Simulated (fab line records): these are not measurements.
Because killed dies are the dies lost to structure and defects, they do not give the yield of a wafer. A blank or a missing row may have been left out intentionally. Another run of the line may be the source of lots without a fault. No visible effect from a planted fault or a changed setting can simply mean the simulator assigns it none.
Problem report, 8D (eight disciplines) form, completed by code | flow gf180mcu | the parts of the form that need people (team, actions taken, sign-off) are left out

1. WHAT IS WRONG
exposure-dose-mJ-cm2 at GF_MVPSD_EXPOSE_04 reads a mean of 254.74 on 12 wafers of 4 lots; wafers without a fault read 260.01 with a standard deviation of 0.24. That puts it -22 standard deviations away from the usual mean.
The step: exposes mask MVPSD, target cd 1000 nm.
The first sign was on wafer L220.1 at day 5 17:00, on iline-stepper-02. The record has a number at this step for 42 wafers belonging to 14 lots. The rule behind "out" and "out of limits": a value lying over 4 standard deviations away from the usual mean. All remaining wafers that have a number are taken as sound.

2. WHAT IT IS AND WHAT IT IS NOT
question                    | is                     | is not
which readings at this step | exposure-dose-mJ-cm2   | -
which lots                  | L220, L221, L222, L228 | L216, L217, L218, L219, L229, L230, L231, L232, L233, L238
which wafers of those lots  | all that have a number | -
read on which tools         | iline-stepper-02       | iline-stepper-01
when                        | from day 5 17:00       | up to then (12 sound wafers); but 18 sound wafers of L229, L230, L231, L232, L233, L238 came after

3. SUSPECTS, AND WHAT RULES EACH OUT
Counting: a tool at any process step up to the reading remains a suspect when it ran all the lots that are out and ran no sound lot after the first of those.
- iline-stepper-02 at GF_MVPSD_EXPOSE_04 (exposes mask MVPSD, target cd 1000 nm): kept. Every lot that is out went through it, starting with L220 (day 5 17:00), and after that it ran no sound lot; the last sound lot it ran before then is L219 (day 5 12:07). On those wafers its own readings are out: exposure-dose-mJ-cm2.
After counting, what remains is iline-stepper-02 at GF_MVPSD_EXPOSE_04.

4. THE CAUSE (what the simulator had put in)
Process parameter drift: iline-stepper-02, from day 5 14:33 on, at GF_MVPSD_EXPOSE_04. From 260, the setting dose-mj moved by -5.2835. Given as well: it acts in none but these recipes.
This tool alone remained once counting was done.

5. THE CHAIN OF EFFECTS, in route order
Each row: a reading where the mean over the struck wafers with a number is more than 3 standard deviations away from the usual. Only readings for which the record gives a usual standard deviation are gone through. hours: the time from each lot's start at the first step in this table that gives one to its start at this step, as a median over the lots. sigmas: the change in usual standard deviations.
hours | step               | reading              | usual  | on struck wafers | change | sigmas
0     | GF_MVPSD_EXPOSE_04 | exposure-dose-mJ-cm2 | 260.01 | 254.74           | -5.27  | -22
Process steps it contains:
- GF_MVPSD_EXPOSE_04: exposes mask MVPSD, target cd 1000 nm.
Later measuring or inspecting steps at which every struck wafer that the step has a row for has a number for every such reading, and none has moved that far: GF_VT_IMPLANT_OVL_MEAS_18.

6. WHAT WOULD HAVE CAUGHT IT SOONER
In this record the first reading out of limits was taken at day 5 17:00, 2 hours after the fault began at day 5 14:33.
